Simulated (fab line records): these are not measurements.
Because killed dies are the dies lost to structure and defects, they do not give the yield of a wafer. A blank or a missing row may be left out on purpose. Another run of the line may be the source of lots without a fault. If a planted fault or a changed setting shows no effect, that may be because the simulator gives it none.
Matching of chambers ; flow sky130 ; SKY_PASSIVATION_ETCH_11 on rieDiel-04 has 4 sister chambers
The step etches the open film in CF4/O2, stops on AlCu, target depth 725 nm, time 161.1 s. 27 wafers are shown with their chamber, then 12 later ones without.

WAFERS WITH THEIR CHAMBER
wafer;chamber;drypumpMotorCurrentA (A);oesProductAu (a.u.);throttleValvePct (%)
L074.1;3;5.3;0.984;5.964
L074.2;1;5.5;0.987;5.963
L074.3;0;4.8;0.975;5.965
L074.4;2;5.8;0.977;5.972
L074.5;3;5.3;0.976;5.962
L074.6;0;4.8;0.994;5.968
L077.1;3;5.3;0.964;5.966
L077.5;2;5.8;0.980;5.964
L077.6;3;5.3;0.984;5.950
L078.1;1;5.5;0.973;5.962
L078.3;3;5.3;0.960;5.953
L078.5;2;5.9;0.978;5.955
L084.3;1;5.5;0.964;5.953
L084.5;2;5.9;0.993;5.952
L084.6;1;5.5;0.972;5.971
L086.1;2;5.9;0.980;5.967
L086.3;3;5.3;0.987;5.978
L086.6;1;5.5;0.977;5.972
L088.4;0;4.8;0.991;5.970
L088.5;2;5.8;0.993;5.959
L088.6;3;5.3;0.982;5.959
L087.1;1;5.5;0.976;5.970
L087.3;2;5.9;0.978;5.962
L087.5;3;5.3;0.980;5.956
L090.1;0;4.8;0.977;5.953
L090.2;3;5.3;0.970;5.980
L090.5;1;5.5;0.990;5.964

SIGNATURES (means of the wafers above)
reading;chamber 0;chamber 1;chamber 2;chamber 3;scatter within a chamber
drypumpMotorCurrentA;4.800;5.500;5.857;5.300;0.0273
oesProductAu;0.98425;0.97700;0.98271;0.97633;0.00884
throttleValvePct;5.96400;5.96500;5.96157;5.96311;0.00831
Rule: for each reading, subtract the chamber's mean from the wafer's reading, divide by that reading's scatter and square the result; add these up over the readings and take the root, which gives the wafer's distance from the chamber. The wafer belongs to the nearest chamber; if the next one is less than 2 further off, it can't be placed. The scatter: take each reading less its chamber's mean, square it, sum over the shown wafers, divide by the number of wafers less the number of chambers, and take the root.

WAFERS WITH NO CHAMBER GIVEN
wafer;drypumpMotorCurrentA (A);oesProductAu (a.u.);throttleValvePct (%)
L092.1;5.9;0.972;5.952
L092.3;5.5;0.972;5.971
L092.6;5.3;0.975;5.966
L093.2;4.8;0.973;5.961
L093.5;4.8;0.981;5.966
L093.6;5.5;0.992;5.962
L095.1;5.5;0.967;5.975
L095.4;4.8;0.978;5.957
L095.6;4.8;0.978;5.984
L097.1;5.5;0.974;5.965
L097.2;4.8;0.964;5.947
L097.3;5.3;0.976;5.984

WHICH CHAMBER EACH WENT THROUGH
wafer;from the rows above;in truth
L092.1;2;2
L092.3;1;1
L092.6;3;3
L093.2;0;0
L093.5;0;0
L093.6;1;1
L095.1;1;1
L095.4;0;0
L095.6;0;0
L097.1;1;1
L097.2;0;0
L097.3;3;3
Correct placement for 12 of the 12. Left unplaced by these rows: 0. Number placed wrongly: 0.
